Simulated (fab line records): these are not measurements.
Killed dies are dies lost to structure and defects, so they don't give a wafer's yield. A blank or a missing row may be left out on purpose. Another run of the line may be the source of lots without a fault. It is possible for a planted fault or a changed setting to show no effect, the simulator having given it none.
Which tool did it? / flow sky130 / 13 lots, 39 wafers sampled, at 2 steps of a route of 708

== WHAT EACH GAUGE READ, for each wafer ==
SKY_POLY_GATE_CD_MEAS_13: target cd 150 nm.
lot=L343; measured=day 16 23:11; on=cd-sem-01; cd-nm (nm)=148.9 149.0 149.1
lot=L344; measured=day 17 07:28; on=cd-sem-01; cd-nm (nm)=150.8 151.3 150.3
lot=L347; measured=day 18 09:08; on=cd-sem-01; cd-nm (nm)=151.3 151.7 151.6
lot=L348; measured=day 18 18:53; on=cd-sem-01; cd-nm (nm)=147.8 149.1 149.2
lot=L349; measured=day 19 02:19; on=cd-sem-01; cd-nm (nm)=150.0 151.2 151.2
lot=L352; measured=day 20 10:39; on=cd-sem-01; cd-nm (nm)=151.2 152.8 150.9
lot=L353; measured=day 20 17:16; on=cd-sem-02; cd-nm (nm)=170.8 170.6 171.2 171.2 170.7 171.6
lot=L354; measured=day 20 21:25; on=cd-sem-01; cd-nm (nm)=152.6 152.8 151.5
lot=L361; measured=day 23 06:15; on=cd-sem-02; cd-nm (nm)=147.3 147.7 148.3
lot=L362; measured=day 23 17:53; on=cd-sem-01; cd-nm (nm)=153.5 152.3 152.6
lot=L364; measured=day 24 11:10; on=cd-sem-01; cd-nm (nm)=151.7 152.3 152.5
lot=L365; measured=day 24 18:01; on=cd-sem-01; cd-nm (nm)=150.9 152.1 151.4
lot=L366; measured=day 25 05:20; on=cd-sem-01; cd-nm (nm)=148.0 149.4 148.4

== TOOL THAT RAN EACH LOT (tool first, then ch and the chambers of the sampled wafers, then the start) ==
lot=L343; SKY_POLY_GATE_EXPOSE_10=krf-scanner-02 ch 0, day 16 08:57
lot=L344; SKY_POLY_GATE_EXPOSE_10=krf-scanner-01 ch 0, day 16 17:19
lot=L347; SKY_POLY_GATE_EXPOSE_10=krf-scanner-01 ch 0, day 17 18:04
lot=L348; SKY_POLY_GATE_EXPOSE_10=krf-scanner-02 ch 0, day 18 03:17
lot=L349; SKY_POLY_GATE_EXPOSE_10=krf-scanner-02 ch 0, day 18 11:22
lot=L352; SKY_POLY_GATE_EXPOSE_10=krf-scanner-02 ch 0, day 19 19:24
lot=L353; SKY_POLY_GATE_EXPOSE_10=krf-scanner-02 ch 0, day 20 02:52
lot=L354; SKY_POLY_GATE_EXPOSE_10=krf-scanner-02 ch 0, day 20 06:10
lot=L361; SKY_POLY_GATE_EXPOSE_10=krf-scanner-01 ch 0, day 22 15:43
lot=L362; SKY_POLY_GATE_EXPOSE_10=krf-scanner-01 ch 0, day 23 02:43
lot=L364; SKY_POLY_GATE_EXPOSE_10=krf-scanner-01 ch 0, day 23 20:22
lot=L365; SKY_POLY_GATE_EXPOSE_10=krf-scanner-02 ch 0, day 24 03:17
lot=L366; SKY_POLY_GATE_EXPOSE_10=krf-scanner-01 ch 0, day 24 14:38
- SKY_POLY_GATE_EXPOSE_10: exposes mask P1M, target cd 150 nm.

== AS READ BY THE TOOLS THEMSELVES (means over the sampled wafers that have a number; for cases with no such wafer, the mark the record gives instead) ==
SKY_POLY_GATE_EXPOSE_10.
lot=L343; tool=krf-scanner-02; stage-vel-mm-s (mm/s)=500.04
lot=L344; tool=krf-scanner-01; stage-vel-mm-s (mm/s)=499.80
lot=L347; tool=krf-scanner-01; stage-vel-mm-s (mm/s)=499.92
lot=L348; tool=krf-scanner-02; stage-vel-mm-s (mm/s)=499.98
lot=L349; tool=krf-scanner-02; stage-vel-mm-s (mm/s)=500.10
lot=L352; tool=krf-scanner-02; stage-vel-mm-s (mm/s)=500.17
lot=L353; tool=krf-scanner-02; stage-vel-mm-s (mm/s)=499.98
lot=L354; tool=krf-scanner-02; stage-vel-mm-s (mm/s)=499.99
lot=L361; tool=krf-scanner-01; stage-vel-mm-s (mm/s)=499.96
lot=L362; tool=krf-scanner-01; stage-vel-mm-s (mm/s)=500.01
lot=L364; tool=krf-scanner-01; stage-vel-mm-s (mm/s)=500.13
lot=L365; tool=krf-scanner-02; stage-vel-mm-s (mm/s)=499.82
lot=L366; tool=krf-scanner-01; stage-vel-mm-s (mm/s)=500.15

== THE ANSWER, worked out from the rows above alone ==
Rule: the usual values come from the lots themselves. Put in order of their means at a reading, lots are off if they are a third of the lots or fewer, leave a main group of 4 or more, and stand apart from it by a gap of 3 or more times the standard deviation of the main group's means; of several such gaps the widest counts. A main group whose means are all the same, to the digits that the tables above print for the reading, isn't used. A lot without any number at a reading at which 4 lots or more have one is off too. The other lots that the step has rows for count as sound. First the gauges in route order, then the tools' own readings, where a lot's mean is used as printed above. At the first step where some lot is off, the reading lying furthest off is the one used; lots without a number count as furthest.
Off, at SKY_POLY_GATE_CD_MEAS_13 on cd-nm: L353. The main group has a mean of 150.6 nm with a standard deviation of 1.6.
If a tool, at a process step before that reading, ran all the lots that are off and no sound lot after the first of them, it fits. Those tools and the gauges at SKY_POLY_GATE_CD_MEAS_13 are tried in the same way. None of those tried fits.

== WHAT HAD BEEN PUT IN BY THE SIMULATOR ==
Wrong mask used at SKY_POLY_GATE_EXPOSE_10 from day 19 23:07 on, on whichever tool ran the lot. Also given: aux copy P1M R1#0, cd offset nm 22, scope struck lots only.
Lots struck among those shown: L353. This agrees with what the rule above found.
